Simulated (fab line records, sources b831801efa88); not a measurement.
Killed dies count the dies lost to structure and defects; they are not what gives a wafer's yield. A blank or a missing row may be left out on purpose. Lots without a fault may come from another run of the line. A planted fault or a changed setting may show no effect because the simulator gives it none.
2 desks, one fault | flow gf180mcu | each desk has only its own numbers; what lay behind them comes last

== AT THE TOOL OWNER'S DESK: pvd-sputter-03 ==
At GF_M1_SPUTTER_04 (material TiN, target thk 50 nm, time 41.7 s) the tool's own readings: per lot run on this tool, the mean of the sampled wafers that have a number. Any lot whose mean is over 4 standard deviations away from the usual mean is out of limits and marked OUT; that distance is given in the brackets.
Columns: A = throttle-valve-pct at GF_M1_SPUTTER_04, usual 30.4 %
lot  | first seen here | A
L925 | day 20 18:20    | 30.1
L934 | day 23 23:28    | 30.3
Result from this desk: across the 2 lots, nothing is out of limits.

== METROLOGY DESK ==
What the gauges read for every lot (on any tool): the sampled wafers with a number, averaged. Any lot whose mean is over 4 standard deviations away from the usual mean is out of limits and marked OUT; that distance is given in the brackets. Readings shown: 7 of its 9, picked as those furthest out on some lot.
Columns: A = CONTACT_W_RS at GF_CONTACT_RS_MEAS_25, usual 0.382 ohm/sq; B = CONTACT_W_THK at GF_CONTACT_THK_MEAS_26, usual 302 nm; C = M1_ALCU_RS at GF_M1_RS_MEAS_05, usual 0.0696 ohm/sq; D = M1_ALCU_THK at GF_M1_THK_MEAS_06, usual 444 nm; E = cd-nm at GF_M1_CD_MEAS_14, usual 230.0 nm; F = M1_OVL at GF_M1_OVL_MEAS_15, usual -4 nm; G = V1_CVD_02_THK at GF_V1_THK_MEAS_03, usual 848 nm
lot  | first seen here | A     | B   | C      | D   | E     | F  | G
L915 | day 16 19:05    | 0.376 | 309 | 0.0689 | 450 | 232.0 | -1 | 849
L923 | day 19 23:48    | 0.380 | 306 | 0.0695 | 444 | 230.5 | -2 | 851
L925 | day 20 17:41    | 0.388 | 296 | 0.0683 | 451 | 230.5 | 1  | 838
L934 | day 23 22:51    | 0.380 | 301 | 0.0697 | 442 | 229.7 | -5 | 845
L935 | day 24 11:07    | 0.376 | 303 | 0.0687 | 449 | 231.4 | -0 | 863
Result from this desk: across the 5 lots, nothing is out of limits.

== ALL TOGETHER ==
Nothing out of limits was seen by the tool owner's desk.
Nothing out of limits was seen by the metrology desk.

== WHAT HAD BEEN PUT IN BY THE SIMULATOR ==
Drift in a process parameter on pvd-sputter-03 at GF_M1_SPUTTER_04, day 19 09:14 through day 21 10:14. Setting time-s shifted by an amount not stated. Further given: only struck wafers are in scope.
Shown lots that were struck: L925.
